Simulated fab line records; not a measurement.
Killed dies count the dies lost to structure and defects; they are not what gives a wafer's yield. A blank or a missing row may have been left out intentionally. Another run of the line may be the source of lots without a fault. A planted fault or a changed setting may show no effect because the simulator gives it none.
Matching of chambers || flow sky130 || SKY_VIA3_CMP_02 on cmp-02 has 4 sister chambers
The step polishes SiO2. 4 wafers are shown with their chamber, then 12 later ones without.

EACH WAFER AND ITS CHAMBER
{"wafer": "L089.5", "chamber": 0, "motor_current_A (A)": 11.0}
{"wafer": "L090.2", "chamber": 1, "motor_current_A (A)": 11.4}
{"wafer": "L092.4", "chamber": 3, "motor_current_A (A)": 13.5}
{"wafer": "L092.5", "chamber": 2, "motor_current_A (A)": 9.8}

WAFERS WHOSE CHAMBER IS MISSING
{"wafer": "L092.1", "motor_current_A (A)": 10.9}
{"wafer": "L092.3", "motor_current_A (A)": 11.6}
{"wafer": "L092.6", "motor_current_A (A)": 14.6}
{"wafer": "L091.1", "motor_current_A (A)": 10.3}
{"wafer": "L091.4", "motor_current_A (A)": 10.7}
{"wafer": "L091.6", "motor_current_A (A)": 14.1}
{"wafer": "L093.1", "motor_current_A (A)": 14.5}
{"wafer": "L093.2", "motor_current_A (A)": 12.1}
{"wafer": "L093.3", "motor_current_A (A)": 11.6}
{"wafer": "L095.3", "motor_current_A (A)": 11.3}
{"wafer": "L095.5", "motor_current_A (A)": 10.9}
{"wafer": "L095.6", "motor_current_A (A)": 12.2}

THE CHAMBER EACH PASSED THROUGH
{"wafer": "L092.1", "from the rows above": "can't be placed: 0 or 1 or 2", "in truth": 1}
{"wafer": "L092.3", "from the rows above": "can't be placed: 1 or 0", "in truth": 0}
{"wafer": "L092.6", "from the rows above": 3, "in truth": 3}
{"wafer": "L091.1", "from the rows above": "can't be placed: 2 or 0 or 1", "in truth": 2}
{"wafer": "L091.4", "from the rows above": "can't be placed: 0 or 1 or 2", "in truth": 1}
{"wafer": "L091.6", "from the rows above": 3, "in truth": 3}
{"wafer": "L093.1", "from the rows above": 3, "in truth": 3}
{"wafer": "L093.2", "from the rows above": "can't be placed: 1 or 0 or 3", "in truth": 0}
{"wafer": "L093.3", "from the rows above": "can't be placed: 1 or 0", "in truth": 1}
{"wafer": "L095.3", "from the rows above": "can't be placed: 1 or 0", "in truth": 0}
{"wafer": "L095.5", "from the rows above": "can't be placed: 0 or 1 or 2", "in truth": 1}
{"wafer": "L095.6", "from the rows above": "can't be placed: 1 or 0 or 3", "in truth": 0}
Placed correctly: 3 of 12. From these rows, 9 cannot be placed; in 9 the true chamber is one of the candidates. Placed wrongly: 0.
How it was worked out, from the rows above alone: a wafer's distance from a chamber is the root of the sum, over the readings, of the square of ((its reading less the chamber's mean) divided by the reading's scatter). If the next closest chamber is less than 2 further off than the closest, the wafer can't be placed; otherwise it belongs to the closest. For every chamber, the mean is computed from those of its wafers that are shown. The scatter: root of mean squared gap, hidden wafer to nearest shown wafer, with one shown wafer a chamber.
